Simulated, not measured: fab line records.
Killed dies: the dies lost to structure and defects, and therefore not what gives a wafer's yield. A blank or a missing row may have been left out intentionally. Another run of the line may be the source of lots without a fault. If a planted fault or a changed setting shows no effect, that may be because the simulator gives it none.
Problem report in the 8D (eight disciplines) form, filled by code + flow gf180mcu + the parts of the form that need people (team, actions taken, sign-off) are left out

1. THE PROBLEM
Mean PSD_RS at GF_PSD_RS_MEAS_15: 104.59 ohm/sq over 6 wafers in 2 lots; fault-free wafers: 107.09 ohm/sq, standard deviation 0.27. Measured from the usual mean, that is -9.3 standard deviations.
The step: measures by four-point-probe.
First seen on wafer L971.3, day 16 15:34, on filmMetro-02. At this step, 33 wafers from 11 lots have a number in the record. Rule for "out", or "out of limits": more than 4 standard deviations from the usual mean. The other wafers with a number count as sound.

2. WHAT IT IS; WHAT IT IS NOT
| question                    | is                     | is not                                                                                            |
|-----------------------------|------------------------|---------------------------------------------------------------------------------------------------|
| which readings at this step | PSD_RS                 | -                                                                                                 |
| which lots                  | L971, L972             | L965, L968, L970, L979, L980, L981, L982, L984, L985                                              |
| which wafers of those lots  | all that have a number | -                                                                                                 |
| read on which gauges        | filmMetro-02           | filmMetro-01, filmMetro-03                                                                        |
| when                        | from day 16 15:34      | up to then (9 sound wafers); but 18 sound wafers of L979, L980, L981, L982, L984, L985 came after |

3. SUSPECTS, AND WHAT RULES EACH OUT
Counting: a tool at any process step up to the reading remains a suspect when it ran all the lots that are out and ran no sound lot after the first of those.
- the gauge at GF_PSD_RS_MEAS_15 has been ruled out. All the wafers that are out were read on filmMetro-02, but those of them that GF_PSD_IMPLANT_09 has rows for are out there too, on other tools.
- implanter-01 at GF_PSD_IMPLANT_09: ruled out as a lasting fault. Following L971 (day 16 15:01), the first lot on it that is out, the sound lots L980, L981 were run on it.
Left after counting: nothing in the record.

4. THE CAUSE (what the simulator had put in)
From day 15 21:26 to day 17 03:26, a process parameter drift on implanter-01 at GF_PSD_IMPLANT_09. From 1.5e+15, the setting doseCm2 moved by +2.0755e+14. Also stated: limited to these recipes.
The count ruled it out by mistake, since the rule takes a fault to strike every lot its tool runs from the start of the fault on, and this one did not do so.

5. THE EFFECT CHAIN, in route order
Each row: a reading where the mean over the struck wafers with a number is more than 3 standard deviations away from the usual. Scope: only readings with a usual standard deviation given in the record; hours: median across lots of the time from each lot's start at the first step in this table that gives one to its start at this step; sigmas: change in usual standard deviations.
| hours | step              | reading              | usual         | on struck wafers | change      | sigmas      |
|-------|-------------------|----------------------|---------------|------------------|-------------|-------------|
| 0     | GF_PSD_IMPLANT_09 | doseIonsCm2          | 1.4998e+15    | 1.7060e+15       | +2.0618e+14 | +99 or more |
| 0     | GF_PSD_IMPLANT_09 | faradayCurrentUA     | 8251          | 9325             | +1074       | +7.2        |
| 0     | GF_PSD_STRIP_10   | stripTimeToEndpointS | 16.65 s       | 17.09            | +0.44       | +14         |
| 1     | GF_PSD_RS_MEAS_15 | PSD_RS               | 107.09 ohm/sq | 104.59           | -2.50       | -9.3        |
It contains these process steps:
- GF_PSD_IMPLANT_09
- GF_PSD_STRIP_10: strips in O2/N2.
At these later measuring or inspecting steps, every struck wafer for which the step has a row has a number for every such reading, and none has moved that far: GF_SAB_THK_MEAS_01, GF_SAB_CD_MEAS_09.

6. HOW IT WOULD HAVE BEEN CAUGHT EARLIER
The first out-of-limits reading at a measuring or inspecting step in this record came at day 16 15:34, 18 hours after the fault's start at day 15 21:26.
The tool's own readings at GF_PSD_IMPLANT_09 were out on every struck wafer that the step has a row for (doseIonsCm2, faradayCurrentUA): an alarm limit on them would have fired on the first of those.
